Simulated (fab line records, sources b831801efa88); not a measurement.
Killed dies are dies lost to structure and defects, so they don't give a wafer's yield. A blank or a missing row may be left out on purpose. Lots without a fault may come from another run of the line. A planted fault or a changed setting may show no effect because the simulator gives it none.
fab line records | flow sky130
record lots=5 wafers=15 last_day=51
route steps=708 shown DNWELL@37 PWDE@45 NWELL@56
lots that met no fault: from a run of the same line without faults
start_h: hours from the record's first day to the start of the lot's first wafer shown | wait_h: hours since the lot's step before | " the same as in the row above | L1.1+2: a row that stands for several wafers | - no value, or no start given | * or withheld: withheld | < > ~ a bound
route shown NAME@n: a module of which the file shows steps, and the number in the route of the first | usual: mean/standard deviation of fault-free wafers | same: alike in all rows | chamber/n: place in a boat | sites: the reading at each site | _std_site: their standard deviation | _edge_site: outer sites' mean less inner sites' | radius_mm: how far each site lies from the wafer's centre | mask NAME#n: copy n | behind: the tool/chamber that last shaped the wafer | hold: why the lot was held/for how many hours/how that ended | device: the transistor (n, p or np) that didn't switch | end of line: the same wafers' tests at the end of the route | a step without rows: its recipe alone | killed: dies lost to structure and defects at the first sort, not the wafer's yield | map: a wafer's dies, x killed, . not, _ none there
set.NAME: the setting as run; set.NAME@STEP: as run at that earlier step | model.NAME: the simulator's own value behind a step, which no gauge read
lots at some steps of the route; a table a step, a row a wafer
services: from which hour (start_h, from the record's first day; less than 0 if before it) a tool's chamber was out of use, for how many hours, and why
## steps
# step SKY_DNWELL_COAT_02
# recipe spin_rpm=2000 resist_thk_nm=3000
# columns lot.wafer tool chamber start_h wait_h
L077.1+2+6 litho_track-02 0 67.22 0.1
L080.1+4+5 litho_track-04 0 77.89 0.1
L083.1+5+6 litho_track-04 0 97.94 0.1
L088.1+2+5 litho_track-03 0 128.26 0.1
L097.1+3+6 litho_track-03 0 171.45 0.1
# step SKY_DNWELL_SOFTBAKE_03
# recipe temp_c=110 time_s=withheld
# columns lot.wafer tool chamber start_h wait_h
L077.1+2+6 litho_track-02 0 67.37 0.1
L080.1+4+5 litho_track-04 0 78.04 0.1
L083.1+5+6 litho_track-04 0 98.09 0.1
L088.1+2+5 litho_track-03 0 128.41 0.1
L097.1+3+6 litho_track-03 0 171.60 0.1
# step SKY_DNWELL_EXPOSE_04
# recipe mask_id=DNM na=0.57 target_cd_nm=3000 dose_mj=222
# usual exposure_dose_mJ_cm2=221.98/0.26 stage_vel_mm_s=500.00/0.24
# columns lot.wafer tool chamber start_h wait_h mask exposure_dose_mJ_cm2 stage_vel_mm_s
L077.1 iline_stepper-01 0 - - DNM#0 221.85 499.84
L077.2 " 0 " " DNM#0 222.07 499.95
L077.6 " 0 " " DNM#0 221.57 500.07
L080.1 iline_stepper-02 0 - - DNM#0 221.68 500.25
L080.4 " 0 " " DNM#0 221.85 499.86
L080.5 " 0 " " DNM#0 221.98 500.00
L083.1 iline_stepper-02 0 - - DNM#0 222.56 500.00
L083.5 " 0 " " DNM#0 222.71 500.11
L083.6 " 0 " " DNM#0 222.31 500.26
L088.1 iline_stepper-01 0 - - DNM#0 222.14 500.16
L088.2 " 0 " " DNM#0 222.11 500.01
L088.5 " 0 " " DNM#0 221.84 499.81
L097.1 iline_stepper-02 0 - - DNM#0 221.68 500.57
L097.3 " 0 " " DNM#0 221.97 500.88
L097.6 " 0 " " DNM#0 221.56 500.37
# step SKY_DNWELL_PEB_05
# recipe temp_c=115 time_s=withheld
# columns lot.wafer tool chamber start_h wait_h
L077.1+2+6 litho_track-02 0 - -
L080.1+4+5 litho_track-04 0 - -
L083.1+5+6 litho_track-03 0 - -
L088.1+2+5 litho_track-03 0 - -
L097.1+3+6 litho_track-02 0 - -
# step SKY_DNWELL_DEVELOP_06
# recipe wall_angle_deg=90 developer=TMAH develop_time_s=60 dev_temp_c=23
# columns lot.wafer tool chamber start_h wait_h
L077.1+2+6 litho_track-02 0 - -
L080.1+4+5 litho_track-04 0 - -
L083.1+5+6 litho_track-03 0 - -
L088.1+2+5 litho_track-03 0 - -
L097.1+3+6 litho_track-02 0 - -
# step SKY_DNWELL_IMPLANT_07
# recipe species=P energy_kev=withheld dose_cm2=withheld tilt_deg=withheld
# columns lot.wafer tool chamber start_h wait_h
L077.1+2+6 implanter-04 0 76.92 -
L080.1+4+5 implanter-01 0 86.89 -
L083.1+5+6 implanter-04 0 106.11 -
L088.1+2+5 implanter-04 0 137.95 -
L097.1+3+6 implanter-02 0 181.67 -
# step SKY_DNWELL_STRIP_08
# recipe chemistry=O2/N2 power_w=1400 pressure_mtorr=1500 platen_temp_c=withheld o2_flow_sccm=3000 n2_flow_sccm=300 overash_fraction=0.5
# usual drypump_motor_current_A=5.2/0.32 oes_product_au=0.722/0.0048 strip_time_to_endpoint_s=36.90/0.098
# columns lot.wafer tool chamber start_h wait_h drypump_motor_current_A oes_product_au rf_hours_counter_h strip_time_to_endpoint_s
L077.1 plasma_asher-04 0 77.07 0.1 5.2 0.719 40 36.92
L077.2 " 1 " " 4.9 0.728 40 36.91
L077.6 " 1 " " 4.9 0.720 - 36.96
L080.1 plasma_asher-01 1 87.04 0.1 4.8 0.725 29 36.74
L080.4 " 1 " " 4.9 0.720 - 36.75
L080.5 " 1 " " 4.8 0.721 - 36.77
L083.1 plasma_asher-02 0 106.26 0.1 5.1 0.717 39 36.78
L083.5 " 1 " " 5.6 0.726 - 36.74
L083.6 " 0 " " 5.1 0.718 - 36.82
L088.1 plasma_asher-01 1 138.10 0.1 4.8 0.721 34 36.94
L088.2 " 0 " " 5.7 0.728 34 36.89
L088.5 " 0 " " 5.7 0.724 - 36.98
L097.1 plasma_asher-04 1 181.82 0.1 4.9 0.726 50 36.77
L097.3 " 0 " " 5.2 0.730 - 36.85
L097.6 " 1 " " 4.9 0.712 - 36.90
# step SKY_DNWELL_TW_MEAS_09
# usual DNWELL_TW=1115/7.8
# columns lot.wafer tool chamber start_h wait_h DNWELL_TW
L077.1 film_metro-03 - 77.17 0.1 1121
L077.2 " - " " 1122
L077.6 " - " " 1123
L080.1 film_metro-03 - 87.14 0.1 1122
L080.4 " - " " 1122
L080.5 " - " " 1124
L083.1 film_metro-02 - 106.35 0.1 1110
L083.5 " - " " 1116
L083.6 " - " " 1112
L088.1 film_metro-03 - 138.20 0.1 1129
L088.2 " - " " 1128
L088.5 " - " " 1127
L097.1 film_metro-03 - 181.92 0.1 1122
L097.3 " - " " 1133
L097.6 " - " " 1122
# step SKY_PWDE_DEHYDRATE_00
# recipe temp_c=200 time_s=60
# columns lot.wafer tool chamber start_h wait_h
L077.1+2+6 litho_track-03 0 85.46 8.3
L080.1+4+5 litho_track-04 0 96.39 9.2
L083.1+5+6 litho_track-01 0 115.18 8.8
L088.1+2+5 litho_track-01 0 146.48 8.3
L097.1+3+6 litho_track-01 0 191.53 9.6
# step SKY_PWDE_HMDS_01
# recipe prime_time_s=60 prime_temp_c=120
# columns lot.wafer tool chamber start_h wait_h
L077.1+2+6 litho_track-03 0 85.61 0.1
L080.1+4+5 litho_track-04 0 96.54 0.1
L083.1+5+6 litho_track-01 0 115.33 0.1
L088.1+2+5 litho_track-01 0 146.63 0.1
L097.1+3+6 litho_track-01 0 191.68 0.1
# step SKY_PWDE_COAT_02
# recipe spin_rpm=2000 resist_thk_nm=3000
# columns lot.wafer tool chamber start_h wait_h
L077.1+2+6 litho_track-03 0 85.76 0.1
L080.1+4+5 litho_track-04 0 96.69 0.1
L083.1+5+6 litho_track-01 0 115.48 0.1
L088.1+2+5 litho_track-01 0 146.78 0.1
L097.1+3+6 litho_track-01 0 191.83 0.1
# step SKY_PWDE_SOFTBAKE_03
# recipe temp_c=110 time_s=withheld
# columns lot.wafer tool chamber start_h wait_h
L077.1+2+6 litho_track-03 0 85.91 0.1
L080.1+4+5 litho_track-04 0 96.84 0.1
L083.1+5+6 litho_track-01 0 115.63 0.1
L088.1+2+5 litho_track-01 0 146.93 0.1
L097.1+3+6 litho_track-01 0 191.98 0.1
# step SKY_PWDE_EXPOSE_04
# recipe mask_id=PWDEM na=0.6 source_shape=conventional sigma_outer=0.6 polarization=unpolarized target_cd_nm=840 dose_mj=214
# usual exposure_dose_mJ_cm2=214.01/0.25 stage_vel_mm_s=500.07/0.27
# columns lot.wafer tool chamber start_h wait_h mask exposure_dose_mJ_cm2 stage_vel_mm_s
L077.1 iline_stepper-02 0 - - PWDEM#0 214.03 500.17
L077.2 " 0 " " PWDEM#0 214.29 500.58
L077.6 " 0 " " PWDEM#0 213.94 500.32
L080.1 iline_stepper-01 0 - - PWDEM#0 213.43 499.88
L080.4 " 0 " " PWDEM#0 213.63 500.22
L080.5 " 0 " " PWDEM#0 213.58 499.96
L083.1 iline_stepper-01 0 - - PWDEM#0 213.55 499.88
L083.5 " 0 " " PWDEM#0 213.71 500.21
L083.6 " 0 " " PWDEM#0 213.94 500.08
L088.1 iline_stepper-01 0 - - PWDEM#0 214.26 499.43
L088.2 " 0 " " PWDEM#0 214.12 500.09
L088.5 " 0 " " PWDEM#0 214.18 499.44
L097.1 iline_stepper-02 0 - - PWDEM#0 213.92 499.99
L097.3 " 0 " " PWDEM#0 214.26 499.84
L097.6 " 0 " " PWDEM#0 214.04 500.24
# step SKY_PWDE_PEB_05
# recipe temp_c=115 time_s=withheld
# columns lot.wafer tool chamber start_h wait_h
L077.1+2+6 litho_track-03 0 - -
L080.1+4+5 litho_track-03 0 - -
L083.1+5+6 litho_track-01 0 - -
L088.1+2+5 litho_track-03 0 - -
L097.1+3+6 litho_track-01 0 - -
# step SKY_PWDE_DEVELOP_06
# recipe wall_angle_deg=90 developer=TMAH develop_time_s=60 dev_temp_c=23
# columns lot.wafer tool chamber start_h wait_h
L077.1+2+6 litho_track-03 0 - -
L080.1+4+5 litho_track-03 0 - -
L083.1+5+6 litho_track-01 0 - -
L088.1+2+5 litho_track-03 0 - -
L097.1+3+6 litho_track-01 0 - -
# step SKY_PWDE_OVL_MEAS_07
# usual PWDE_OVL=-0.2/1.4
# columns lot.wafer tool chamber start_h wait_h PWDE_OVL[nm]
L077.1 overlay-01 - 95.86 - -0.4
L077.2 " - " " 0.4
L077.6 " - " " -1.4
L080.1 overlay-01 - 105.16 - 0.5
L080.4 " - " " 0.7
L080.5 " - " " 0.1
L083.1 overlay-01 - 123.63 - -0.7
L083.5 " - " " 0.3
L083.6 " - " " 0.7
L088.1 overlay-01 - 156.90 - 2.3
L088.2 " - " " 1.4
L088.5 " - " " 0.8
L097.1 overlay-02 - 203.03 - -3.2
L097.3 " - " " -3.7
L097.6 " - " " -1.8
# step SKY_PWDE_IMPLANT_08
# recipe species=B energy_kev=150 dose_cm2=3.6e+12 tilt_deg=withheld
# columns lot.wafer tool chamber start_h wait_h
L077.1+2+6 implanter-03 0 95.89 0.0
L080.1+4+5 implanter-02 0 105.19 0.0
L083.1+5+6 implanter-02 0 123.66 0.0
L088.1+2+5 implanter-02 0 156.94 0.0
L097.1+3+6 implanter-04 0 203.06 0.0
# step SKY_PWDE_STRIP_09
# recipe chemistry=O2/N2 power_w=1400 pressure_mtorr=1500 platen_temp_c=withheld o2_flow_sccm=3000 n2_flow_sccm=300 overash_fraction=0.5
# usual drypump_motor_current_A=5.5/0.46 oes_product_au=0.723/0.0045 strip_time_to_endpoint_s=36.88/0.11
# columns lot.wafer tool chamber start_h wait_h drypump_motor_current_A oes_product_au rf_hours_counter_h strip_time_to_endpoint_s
L077.1 plasma_asher-02 0 96.04 0.1 5.2 0.726 38 36.90
L077.2 " 1 " " 5.6 0.721 38 36.81
L077.6 " 1 " " 5.6 0.720 - 36.98
L080.1 plasma_asher-02 0 105.34 0.1 5.1 0.719 39 36.76
L080.4 " 0 " " 5.1 0.721 - 36.85
L080.5 " 1 " " 5.6 0.727 - 36.79
L083.1 plasma_asher-02 1 123.81 0.1 5.6 0.723 1 36.83
L083.5 " 1 " " 5.6 0.720 - 36.97
L083.6 " 0 " " 5.1 0.726 - 36.93
L088.1 plasma_asher-01 0 157.09 0.1 5.7 0.723 36 37.07
L088.2 " 1 " " 4.8 0.728 36 37.17
L088.5 " 0 " " 5.7 0.717 - 37.07
L097.1 plasma_asher-02 1 203.21 0.1 5.6 0.726 8 36.84
L097.3 " 0 " " 5.1 0.724 - 36.82
L097.6 " 0 " " 5.1 0.718 - 36.80
# step SKY_PWDE_TW_MEAS_10
# usual PWDE_TW=375/3.1
# columns lot.wafer tool chamber start_h wait_h PWDE_TW
L077.1 film_metro-03 - 96.14 0.1 377
L077.2 " - " " 377
L077.6 " - " " 377
L080.1 film_metro-03 - 105.44 0.1 376
L080.4 " - " " 377
L080.5 " - " " 378
L083.1 film_metro-03 - 123.91 0.1 376
L083.5 " - " " 376
L083.6 " - " " 377
L088.1 film_metro-04 - 157.19 0.1 375
L088.2 " - " " 377
L088.5 " - " " 376
L097.1 film_metro-03 - 203.31 0.1 378
L097.3 " - " " 376
L097.6 " - " " 376
# step SKY_NWELL_DEHYDRATE_03
# recipe temp_c=200 time_s=60
# columns lot.wafer tool chamber start_h wait_h
L077.1+2+6 litho_track-01 0 104.08 7.9
L080.1+4+5 litho_track-03 0 114.71 9.3
L083.1+5+6 litho_track-01 0 133.23 9.3
L088.1+2+5 litho_track-03 0 166.60 9.4
L097.1+3+6 litho_track-02 0 213.37 10.0
# step SKY_NWELL_HMDS_04
# recipe prime_time_s=60 prime_temp_c=120
# columns lot.wafer tool chamber start_h wait_h
L077.1+2+6 litho_track-01 0 104.23 0.1
L080.1+4+5 litho_track-03 0 114.86 0.1
L083.1+5+6 litho_track-01 0 133.38 0.1
L088.1+2+5 litho_track-03 0 166.75 0.1
L097.1+3+6 litho_track-02 0 213.52 0.1
# step SKY_NWELL_COAT_05
# recipe spin_rpm=2000 resist_thk_nm=3000
# columns lot.wafer tool chamber start_h wait_h
L077.1+2+6 litho_track-01 0 104.38 0.1
L080.1+4+5 litho_track-03 0 115.01 0.1
L083.1+5+6 litho_track-01 0 133.53 0.1
L088.1+2+5 litho_track-03 0 166.90 0.1
L097.1+3+6 litho_track-02 0 213.67 0.1
# step SKY_NWELL_SOFTBAKE_06
# recipe temp_c=110 time_s=withheld
# columns lot.wafer tool chamber start_h wait_h
L077.1+2+6 litho_track-01 0 104.53 0.1
L080.1+4+5 litho_track-03 0 115.16 0.1
L083.1+5+6 litho_track-01 0 133.68 0.1
L088.1+2+5 litho_track-03 0 167.05 0.1
L097.1+3+6 litho_track-02 0 213.82 0.1
# step SKY_NWELL_EXPOSE_07
# recipe mask_id=NWM na=0.6 source_shape=conventional sigma_outer=0.6 polarization=unpolarized target_cd_nm=840 dose_mj=255
# usual exposure_dose_mJ_cm2=255.0/0.3 stage_vel_mm_s=500.02/0.25
# columns lot.wafer tool chamber start_h wait_h mask exposure_dose_mJ_cm2 stage_vel_mm_s
L077.1 iline_stepper-01 0 - - NWM#0 254.5 499.98
L077.2 " 0 " " NWM#0 254.6 499.81
L077.6 " 0 " " NWM#0 254.2 500.31
L080.1 iline_stepper-01 0 - - NWM#0 255.5 499.75
L080.4 " 0 " " NWM#0 255.2 500.07
L080.5 " 0 " " NWM#0 254.7 500.02
L083.1 iline_stepper-02 0 - - NWM#0 254.8 499.82
L083.5 " 0 " " NWM#0 255.0 500.09
L083.6 " 0 " " NWM#0 254.9 500.02
L088.1 iline_stepper-02 0 - - NWM#0 254.8 499.87
L088.2 " 0 " " NWM#0 255.1 500.14
L088.5 " 0 " " NWM#0 255.1 499.69
L097.1 iline_stepper-01 0 - - NWM#0 255.4 499.59
L097.3 " 0 " " NWM#0 255.2 500.05
L097.6 " 0 " " NWM#0 255.2 500.32
# step SKY_NWELL_PEB_08
# recipe temp_c=115 time_s=withheld
# columns lot.wafer tool chamber start_h wait_h
L077.1+2+6 litho_track-01 0 - -
L080.1+4+5 litho_track-03 0 - -
L083.1+5+6 litho_track-03 0 - -
L088.1+2+5 litho_track-02 0 - -
L097.1+3+6 litho_track-03 0 - -
# step SKY_NWELL_DEVELOP_09
# recipe wall_angle_deg=90 developer=TMAH develop_time_s=60 dev_temp_c=23
# columns lot.wafer tool chamber start_h wait_h
L077.1+2+6 litho_track-01 0 - -
L080.1+4+5 litho_track-03 0 - -
L083.1+5+6 litho_track-03 0 - -
L088.1+2+5 litho_track-02 0 - -
L097.1+3+6 litho_track-03 0 - -
# step SKY_NWELL_OVL_MEAS_10
# usual NWELL_00_OVL=-0.6/1.2
# columns lot.wafer tool chamber start_h wait_h NWELL_00_OVL[nm]
L077.1 overlay-01 - 114.03 - 2.8
L077.2 " - " " 2.3
L077.6 " - " " -0.9
L080.1 overlay-02 - 123.61 - -0.1
L080.4 " - " " -0.9
L080.5 " - " " -2.1
L083.1 overlay-02 - 142.65 - -2.3
L083.5 " - " " -1.2
L083.6 " - " " 0.1
L088.1 overlay-02 - 177.77 - 0.0
L088.2 " - " " -2.9
L088.5 " - " " -0.9
L097.1 overlay-01 - 225.60 - -1.8
L097.3 " - " " 1.5
L097.6 " - " " -1.4
# step SKY_NWELL_IMPLANT_11
# recipe species=P energy_kev=400 dose_cm2=1.9e+13 tilt_deg=withheld
# columns lot.wafer tool chamber start_h wait_h
L077.1+2+6 implanter-01 0 114.06 0.0
L080.1+4+5 implanter-04 0 123.64 0.0
L083.1+5+6 implanter-01 0 142.69 0.0
L088.1+2+5 implanter-01 0 177.81 0.0
L097.1+3+6 implanter-01 0 225.64 0.0
# step SKY_NWELL_IMPLANT_12
# recipe species=P energy_kev=120 dose_cm2=1.3e+12 tilt_deg=withheld
# columns lot.wafer tool chamber start_h wait_h
L077.1+2+6 implanter-01 0 114.21 0.1
L080.1+4+5 implanter-04 0 123.79 0.1
L083.1+5+6 implanter-01 0 142.84 0.1
L088.1+2+5 implanter-01 0 177.96 0.1
L097.1+3+6 implanter-01 0 225.79 0.1
# step SKY_NWELL_IMPLANT_13
# recipe species=P energy_kev=50 dose_cm2=7e+11 tilt_deg=withheld
# columns lot.wafer tool chamber start_h wait_h
L077.1+2+6 implanter-01 0 114.36 0.1
L080.1+4+5 implanter-04 0 123.94 0.1
L083.1+5+6 implanter-01 0 142.99 0.1
L088.1+2+5 implanter-01 0 178.11 0.1
L097.1+3+6 implanter-01 0 225.94 0.1
# step SKY_NWELL_STRIP_14
# recipe chemistry=O2/N2 power_w=1400 pressure_mtorr=1500 platen_temp_c=withheld o2_flow_sccm=3000 n2_flow_sccm=300 overash_fraction=0.5
# usual drypump_motor_current_A=5.6/0.55 oes_product_au=0.723/0.0039 strip_time_to_endpoint_s=36.92/0.12
# columns lot.wafer tool chamber start_h wait_h drypump_motor_current_A oes_product_au rf_hours_counter_h strip_time_to_endpoint_s
L077.1 plasma_asher-01 0 114.51 0.1 5.7 0.717 31 36.90
L077.2 " 1 " " 4.8 0.719 31 37.00
L077.6 " 1 " " 4.8 0.725 - 36.93
L080.1 plasma_asher-01 0 124.09 0.1 5.7 0.718 33 36.92
L080.4 " 0 " " 5.7 0.716 - 36.98
L080.5 " 1 " " 4.8 0.719 - 36.93
L083.1 plasma_asher-03 1 143.14 0.1 5.8 0.725 44 36.88
L083.5 " 1 " " 5.8 0.726 - 36.78
L083.6 " 0 " " 6.3 0.721 - 36.83
L088.1 plasma_asher-03 0 178.26 0.1 6.3 0.716 47 36.81
L088.2 " 1 " " 5.8 0.725 47 37.00
L088.5 " 0 " " 6.3 0.724 - 36.95
L097.1 plasma_asher-01 0 226.09 0.1 5.7 0.724 43 36.79
L097.3 " 1 " " 4.9 0.732 - 36.79
L097.6 " 0 " " 5.7 0.726 - 36.85
# step SKY_NWELL_TW_MEAS_15
# usual NWELL_TW=1820/15
# columns lot.wafer tool chamber start_h wait_h NWELL_TW
L077.1 film_metro-02 - 114.61 0.1 1812
L077.2 " - " " 1816
L077.6 " - " " 1814
L080.1 film_metro-04 - 124.19 0.1 1835
L080.4 " - " " 1835
L080.5 " - " " 1828
L083.1 film_metro-04 - 143.24 0.1 1818
L083.5 " - " " 1819
L083.6 " - " " 1821
L088.1 film_metro-02 - 178.36 0.1 1804
L088.2 " - " " 1788
L088.5 " - " " 1794
L097.1 film_metro-03 - 226.19 0.1 1827
L097.3 " - " " 1836
L097.6 " - " " 1834
# step SKY_NWELL_DEHYDRATE_16
# recipe temp_c=200 time_s=60
# columns lot.wafer tool chamber start_h wait_h
L077.1+2+6 litho_track-01 0 121.63 7.0
L080.1+4+5 litho_track-03 0 133.51 9.3
L083.1+5+6 litho_track-03 0 151.80 8.6
L088.1+2+5 litho_track-02 0 188.02 9.7
L097.1+3+6 litho_track-03 0 237.25 11.1
# step SKY_NWELL_HMDS_17
# recipe prime_time_s=60 prime_temp_c=120
# columns lot.wafer tool chamber start_h wait_h
L077.1+2+6 litho_track-01 0 121.78 0.1
L080.1+4+5 litho_track-03 0 133.66 0.1
L083.1+5+6 litho_track-03 0 151.95 0.1
L088.1+2+5 litho_track-02 0 188.17 0.1
L097.1+3+6 litho_track-03 0 237.40 0.1
# step SKY_NWELL_COAT_18
# recipe spin_rpm=2000 resist_thk_nm=3000
# columns lot.wafer tool chamber start_h wait_h
L077.1+2+6 litho_track-01 0 121.93 0.1
L080.1+4+5 litho_track-03 0 133.81 0.1
L083.1+5+6 litho_track-03 0 152.10 0.1
L088.1+2+5 litho_track-02 0 188.32 0.1
L097.1+3+6 litho_track-03 0 237.55 0.1
# step SKY_NWELL_SOFTBAKE_19
# recipe temp_c=110 time_s=withheld
# columns lot.wafer tool chamber start_h wait_h
L077.1+2+6 litho_track-01 0 122.08 0.1
L080.1+4+5 litho_track-03 0 133.96 0.1
L083.1+5+6 litho_track-03 0 152.25 0.1
L088.1+2+5 litho_track-02 0 188.47 0.1
L097.1+3+6 litho_track-03 0 237.70 0.1
# step SKY_NWELL_EXPOSE_20
# recipe mask_id=NWM_COMPLEMENT na=0.6 source_shape=conventional sigma_outer=0.6 polarization=unpolarized target_cd_nm=840 dose_mj=260
# usual exposure_dose_mJ_cm2=259.97/0.25 stage_vel_mm_s=499.99/0.24
# columns lot.wafer tool chamber start_h wait_h mask exposure_dose_mJ_cm2 stage_vel_mm_s
L077.1 iline_stepper-02 0 - - NWM_COMPLEMENT#0 260.10 500.44
L077.2 " 0 " " NWM_COMPLEMENT#0 259.86 500.13
L077.6 " 0 " " NWM_COMPLEMENT#0 260.45 499.81
L080.1 iline_stepper-01 0 - - NWM_COMPLEMENT#0 260.03 499.59
L080.4 " 0 " " NWM_COMPLEMENT#0 259.93 500.01
L080.5 " 0 " " NWM_COMPLEMENT#0 260.04 499.97
L083.1 iline_stepper-02 0 - - NWM_COMPLEMENT#0 259.71 500.02
L083.5 " 0 " " NWM_COMPLEMENT#0 259.75 499.73
L083.6 " 0 " " NWM_COMPLEMENT#0 259.94 500.16
L088.1 iline_stepper-01 0 - - NWM_COMPLEMENT#0 260.07 499.89
L088.2 " 0 " " NWM_COMPLEMENT#0 260.05 499.85
L088.5 " 0 " " NWM_COMPLEMENT#0 259.87 499.78
L097.1 iline_stepper-02 0 - - NWM_COMPLEMENT#0 260.04 500.43
L097.3 " 0 " " NWM_COMPLEMENT#0 260.23 499.77
L097.6 " 0 " " NWM_COMPLEMENT#0 260.40 500.08
# step SKY_NWELL_PEB_21
# recipe temp_c=115 time_s=withheld
# columns lot.wafer tool chamber start_h wait_h
L077.1+2+6 litho_track-01 0 - -
L080.1+4+5 litho_track-02 0 - -
L083.1+5+6 litho_track-01 0 - -
L088.1+2+5 litho_track-03 0 - -
L097.1+3+6 litho_track-01 0 - -
# step SKY_NWELL_DEVELOP_22
# recipe wall_angle_deg=90 developer=TMAH develop_time_s=60 dev_temp_c=23
# columns lot.wafer tool chamber start_h wait_h
L077.1+2+6 litho_track-01 0 - -
L080.1+4+5 litho_track-02 0 - -
L083.1+5+6 litho_track-01 0 - -
L088.1+2+5 litho_track-03 0 - -
L097.1+3+6 litho_track-01 0 - -
# step SKY_NWELL_OVL_MEAS_23
# usual NWELL_01_OVL=-0.3/1.4
# columns lot.wafer tool chamber start_h wait_h NWELL_01_OVL[nm]
L077.1 overlay-02 - 131.58 - 0.2
L077.2 " - " " 0.4
L077.6 " - " " 1.2
L080.1 overlay-01 - 142.82 - -0.3
L080.4 " - " " -1.4
L080.5 " - " " -0.3
L083.1 overlay-02 - 162.48 - 0.7
L083.5 " - " " -1.2
L083.6 " - " " 2.2
L088.1 overlay-02 - 199.60 - -1.4
L088.2 " - " " -2.2
L088.5 " - " " 0.4
L097.1 overlay-02 - 249.03 - -0.5
L097.3 " - " " 0.3
L097.6 " - " " -0.9
# step SKY_NWELL_IMPLANT_24
# recipe species=B energy_kev=140 dose_cm2=9.2e+12 tilt_deg=withheld
# columns lot.wafer tool chamber start_h wait_h
L077.1+2+6 implanter-04 0 131.61 0.0
L080.1+4+5 implanter-04 0 142.86 0.0
L083.1+5+6 implanter-03 0 162.51 0.0
L088.1+2+5 implanter-03 0 199.64 0.0
L097.1+3+6 implanter-03 0 249.06 0.0
# step SKY_NWELL_STRIP_25
# recipe chemistry=O2/N2 power_w=1400 pressure_mtorr=1500 platen_temp_c=withheld o2_flow_sccm=3000 n2_flow_sccm=300 overash_fraction=0.5
# usual drypump_motor_current_A=5.5/0.54 oes_product_au=0.722/0.0045 strip_time_to_endpoint_s=36.90/0.1
# columns lot.wafer tool chamber start_h wait_h drypump_motor_current_A oes_product_au rf_hours_counter_h strip_time_to_endpoint_s
L077.1 plasma_asher-03 1 131.76 0.1 5.8 0.719 43 36.96
L077.2 " 0 " " 6.4 0.717 43 37.01
L077.6 " 1 " " 5.8 0.724 - 36.94
L080.1 plasma_asher-04 1 143.01 0.1 4.9 0.720 47 36.86
L080.4 " 0 " " 5.2 0.730 - 36.89
L080.5 " 1 " " 4.9 0.723 - 36.82
L083.1 plasma_asher-03 0 162.66 0.1 6.3 0.722 46 36.87
L083.5 " 0 " " 6.3 0.723 - 36.79
L083.6 " 1 " " 5.8 0.733 - 36.81
L088.1 plasma_asher-04 1 199.79 0.1 4.9 0.727 52 37.01
L088.2 " 0 " " 5.2 0.719 52 37.02
L088.5 " 1 " " 4.9 0.720 - 36.88
L097.1 plasma_asher-04 1 249.21 0.1 4.9 0.720 57 36.79
L097.3 " 1 " " 4.9 0.725 - 36.77
L097.6 " 0 " " 5.2 0.720 - 36.70
# step SKY_NWELL_TW_MEAS_26
# usual NWELL_2_TW=496/3.9
# columns lot.wafer tool chamber start_h wait_h NWELL_2_TW
L077.1 film_metro-03 - 131.86 0.1 501
L077.2 " - " " 500
L077.6 " - " " 498
L080.1 film_metro-02 - 143.11 0.1 493
L080.4 " - " " 489
L080.5 " - " " 489
L083.1 film_metro-04 - 162.76 0.1 496
L083.5 " - " " 501
L083.6 " - " " 500
L088.1 film_metro-02 - 199.89 0.1 492
L088.2 " - " " 493
L088.5 " - " " 491
L097.1 film_metro-02 - 249.31 0.1 490
L097.3 " - " " 492
L097.6 " - " " 492
# step SKY_NWELL_CLEAN_27
# recipe chemistry=SC1/SC2 mix=1:4:20 temp_c=70 time_s=150 dry=n2_spin
# columns lot.wafer tool chamber start_h wait_h
L077.1+2+6 wet_bench-02 1 131.92 0.1
L080.1+4+5 wet_bench-02 3 143.17 0.1
L083.1+5+6 wet_bench-02 0 162.82 0.1
L088.1+2+5 wet_bench-03 3 199.95 0.1
L097.1+3+6 wet_bench-03 1 249.37 0.1
# step SKY_NWELL_RTA_28
# recipe temp_c=1050 time_s=30 idle_temp_c=650 ramp_up_c_per_s=150 ramp_down_c_per_s=90 ambient=N2
# usual lamp_power_pct=25.30/0.053 wafer_temp_C_max=1054.7/0.89
# columns lot.wafer tool chamber start_h wait_h lamp_power_pct wafer_temp_C_max
L077.1 rtp_anneal-02 0 131.97 0.0 25.26 1053.8
L077.2 " 0 " " 25.30 1054.1
L077.6 " 0 " " 25.13 1053.3
L080.1 rtp_anneal-01 0 143.22 0.0 25.28 1056.0
L080.4 " 0 " " 25.40 1054.5
L080.5 " 0 " " 25.26 1054.6
L083.1 rtp_anneal-02 0 162.88 0.0 25.30 1054.8
L083.5 " 0 " " 25.32 1053.5
L083.6 " 0 " " 25.27 1057.6
L088.1 rtp_anneal-02 0 200.01 0.0 25.29 1054.8
L088.2 " 0 " " 25.32 1054.4
L088.5 " 0 " " 25.22 1053.7
L097.1 rtp_anneal-01 0 249.43 0.0 25.33 1055.0
L097.3 " 0 " " 25.31 1054.5
L097.6 " 0 " " 25.37 1053.5
# step SKY_NWELL_RS_MEAS_29
# recipe thk_meas_gauge=four-point-probe
# usual NWELL_RS=624.4/1.8
# columns lot.wafer tool chamber start_h wait_h NWELL_RS[ohm/sq]
L077.1 film_metro-04 - 132.07 0.1 623.7
L077.2 " - " " 624.3
L077.6 " - " " 624.2
L080.1 film_metro-03 - 143.32 0.1 624.6
L080.4 " - " " 623.5
L080.5 " - " " 623.8
L083.1 film_metro-04 - 162.98 0.1 627.1
L083.5 " - " " 628.9
L083.6 " - " " 626.6
L088.1 film_metro-03 - 200.11 0.1 624.8
L088.2 " - " " 626.3
L088.5 " - " " 625.4
L097.1 film_metro-04 - 249.53 0.1 626.5
L097.3 " - " " 624.9
L097.6 " - " " 624.9
## services
# columns tool chamber start_h hours kind
iline_stepper-02 - 77.08 0.6 repair
implanter-01 - 85.88 0.9 repair
plasma_asher-02 - 108.75 9.0 pm
implanter-03 - 123.27 5.1 repair
iline_stepper-02 - 140.21 2.1 pm
implanter-03 - 141.47 2.1 repair
plasma_asher-02 - 143.17 2.8 pm
plasma_asher-02 - 150.65 0.6 repair
plasma_asher-04 - 154.32 3.3 repair
iline_stepper-01 - 164.44 15.0 repair
implanter-04 - 174.49 5.6 pm
implanter-04 - 182.99 5.7 repair
implanter-04 - 185.94 1.0 repair
implanter-01 - 187.03 7.5 pm
implanter-04 - 190.07 1.7 repair
implanter-01 - 194.48 3.1 pm
implanter-02 - 197.27 27.1 repair
implanter-04 - 208.75 2.8 repair
implanter-04 - 215.03 2.5 repair
iline_stepper-02 - 218.76 1.7 pm
implanter-04 - 228.86 5.2 repair
plasma_asher-04 - 231.91 2.8 repair
implanter-04 - 233.69 3.2 repair
iline_stepper-01 - 245.44 1.7 pm
## key
fault none
